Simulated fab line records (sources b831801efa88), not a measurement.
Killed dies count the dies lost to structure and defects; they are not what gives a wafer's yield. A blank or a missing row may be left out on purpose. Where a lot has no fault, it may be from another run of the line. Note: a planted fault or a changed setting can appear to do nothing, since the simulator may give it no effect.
The tool behind it: which one? | flow sky130 | 14 lots, 42 wafers sampled, at 2 steps of a route of 708

WHAT EACH GAUGE READ, for each wafer
SKY_VIA2_BOW_MEAS_03.
lot  | measured     | on            | VIA2_BOW (um)
L786 | day 35 02:35 | film metro-02 | 89 78 90
L787 | day 35 15:41 | film metro-02 | 88 95 93
L791 | day 37 09:55 | film metro-03 | 90 76 100
L793 | day 37 15:04 | film metro-03 | 88 74 83
L794 | day 37 19:32 | film metro-02 | 83 82 87
L797 | day 39 15:44 | film metro-01 | 83 89 90
L800 | day 39 20:11 | film metro-02 | 88 75 94
L804 | day 40 20:21 | film metro-01 | 84 76 82
L803 | day 40 22:23 | film metro-02 | 87 83 83
L805 | day 41 01:25 | film metro-03 | 80 92 97
L806 | day 41 23:12 | film metro-01 | 95 98 87
L808 | day 42 02:23 | film metro-01 | 85 71 90
L807 | day 42 03:05 | film metro-03 | 86 82 96
L809 | day 42 05:40 | film metro-03 | 89 80 74

SKY_CAPM_THK_MEAS_01.
lot  | measured     | on            | CAPM_CVD_00_THK (nm)
L786 | day 36 05:50 | film metro-04 | 16.07 15.79 15.91
L787 | day 36 18:43 | film metro-03 | 15.60 15.68 15.95
L791 | day 38 13:02 | film metro-01 | 15.85 15.54 15.93
L793 | day 38 18:31 | film metro-03 | 15.26 15.70 15.93
L794 | day 38 23:12 | film metro-04 | 15.52 15.44 15.72
L797 | day 40 18:22 | film metro-03 | 15.44 15.29 15.53
L800 | day 40 22:15 | film metro-03 | 15.74 15.66 15.62
L804 | day 41 22:10 | film metro-04 | 15.71 15.49 15.52
L803 | day 41 23:40 | film metro-03 | 15.21 15.64 15.85
L805 | day 42 02:58 | film metro-04 | 15.49 15.41 15.65
L806 | day 43 00:28 | film metro-03 | 15.90 15.55 16.26
L808 | day 43 03:43 | film metro-01 | 15.14 15.29 15.45
L807 | day 43 04:13 | film metro-04 | 15.30 15.52 15.42
L809 | day 43 07:00 | film metro-03 | 14.94 15.45 15.25

WHAT TOOL EACH LOT RAN ON (gives the tool, then ch and the chambers of the sampled wafers, and finally the start)
No process step before these readings appears in the record.

WHAT THE TOOLS THEMSELVES READ (means of the sampled wafers that have a number; where no wafer has one, the mark that the record gives instead)
The record holds no such reading with a usual standard deviation.

THE ANSWER, worked out from the rows above alone
Rule: the lots themselves supply what counts as usual. Put in order of their means at a reading, lots are off if they are a third of the lots or fewer, leave a main group of 4 or more, and stand apart from it by a gap of 3 or more times the standard deviation of the main group's means; of several such gaps the widest counts. A main group is skipped when, at the precision printed for the reading in the tables above, its means are all equal. A lot without any number at a reading at which 4 lots or more have one is off too. Where the step has rows for the other lots, those lots are counted as sound. Order of review: gauges by route order, followed by the tools' own readings, for which a lot's mean as printed above is used. The first step at which some lot is off is used, and at that step the reading that is off furthest; a lot without a number counts as furthest.
Nothing can be told from this: no lot is off at any reading shown.

WHAT HAD BEEN PUT IN BY THE SIMULATOR
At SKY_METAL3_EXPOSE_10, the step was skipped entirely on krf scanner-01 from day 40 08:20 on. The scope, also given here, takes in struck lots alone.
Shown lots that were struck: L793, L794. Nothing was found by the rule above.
